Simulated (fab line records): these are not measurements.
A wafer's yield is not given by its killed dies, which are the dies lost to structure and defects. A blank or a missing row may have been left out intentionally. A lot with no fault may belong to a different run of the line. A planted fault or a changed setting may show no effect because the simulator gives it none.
Matching of chambers :: flow gf180mcu :: GF_V5_CMP_26 on cmp-02: 4 sister chambers
The step polishes, stops on SiO2, t overpolish 15 s, target thk 0 nm. 7 wafers are shown with their chamber, then 7 later ones without.

## WAFERS, EACH WITH ITS CHAMBER
wafer: L521.4
chamber: 2
motor_current_A (A): 9.1
time_to_endpoint_s (s): 82

wafer: L523.6
chamber: 3
motor_current_A (A): 9.1
time_to_endpoint_s (s): 85

wafer: L525.3
chamber: 3
motor_current_A (A): 9.3
time_to_endpoint_s (s): 83

wafer: L536.4
chamber: 0
motor_current_A (A): 13.1
time_to_endpoint_s (s): 85

wafer: L536.6
chamber: 1
motor_current_A (A): 10.5
time_to_endpoint_s (s): 80

wafer: L539.3
chamber: 1
motor_current_A (A): 10.5
time_to_endpoint_s (s): 77

wafer: L539.4
chamber: 0
motor_current_A (A): 13.8
time_to_endpoint_s (s): 84

## WAFERS MISSING THEIR CHAMBER
wafer: L539.6
motor_current_A (A): 9.8
time_to_endpoint_s (s): 79

wafer: L540.1
motor_current_A (A): 8.9
time_to_endpoint_s (s): 82

wafer: L540.2
motor_current_A (A): 10.7
time_to_endpoint_s (s): 81

wafer: L540.4
motor_current_A (A): 10.2
time_to_endpoint_s (s): 82

wafer: L541.2
motor_current_A (A): 9.7
time_to_endpoint_s (s): 85

wafer: L541.5
motor_current_A (A): 10.0
time_to_endpoint_s (s): 83

wafer: L541.6
motor_current_A (A): 9.2
time_to_endpoint_s (s): 85

## WHICH CHAMBER EACH WENT THROUGH
wafer: L539.6
from the rows above: can't be placed: 1 or 2 or 3
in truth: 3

wafer: L540.1
from the rows above: can't be placed: 2 or 3
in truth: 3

wafer: L540.2
from the rows above: 1
in truth: 1

wafer: L540.4
from the rows above: can't be placed: 1 or 3 or 2
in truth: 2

wafer: L541.2
from the rows above: can't be placed: 3 or 2
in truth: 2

wafer: L541.5
from the rows above: can't be placed: 3 or 2 or 1
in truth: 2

wafer: L541.6
from the rows above: can't be placed: 3 or 2
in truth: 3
Placed correctly: 1 of 7. From these rows, 6 cannot be placed; in 6 the true chamber is one of the candidates. Number placed wrongly: 0.
How it was worked out, from the rows above alone: a wafer's distance from a chamber is the root of the sum, over the readings, of the square of ((its reading less the chamber's mean) divided by the reading's scatter). If the next closest chamber is less than 2 further off than the closest, the wafer can't be placed; otherwise it belongs to the closest. A chamber's mean is the mean of its shown wafers. The scatter is the square root of a quotient: the sum, over the shown wafers, of each reading's squared deviation from its chamber's mean, divided by wafers minus chambers.
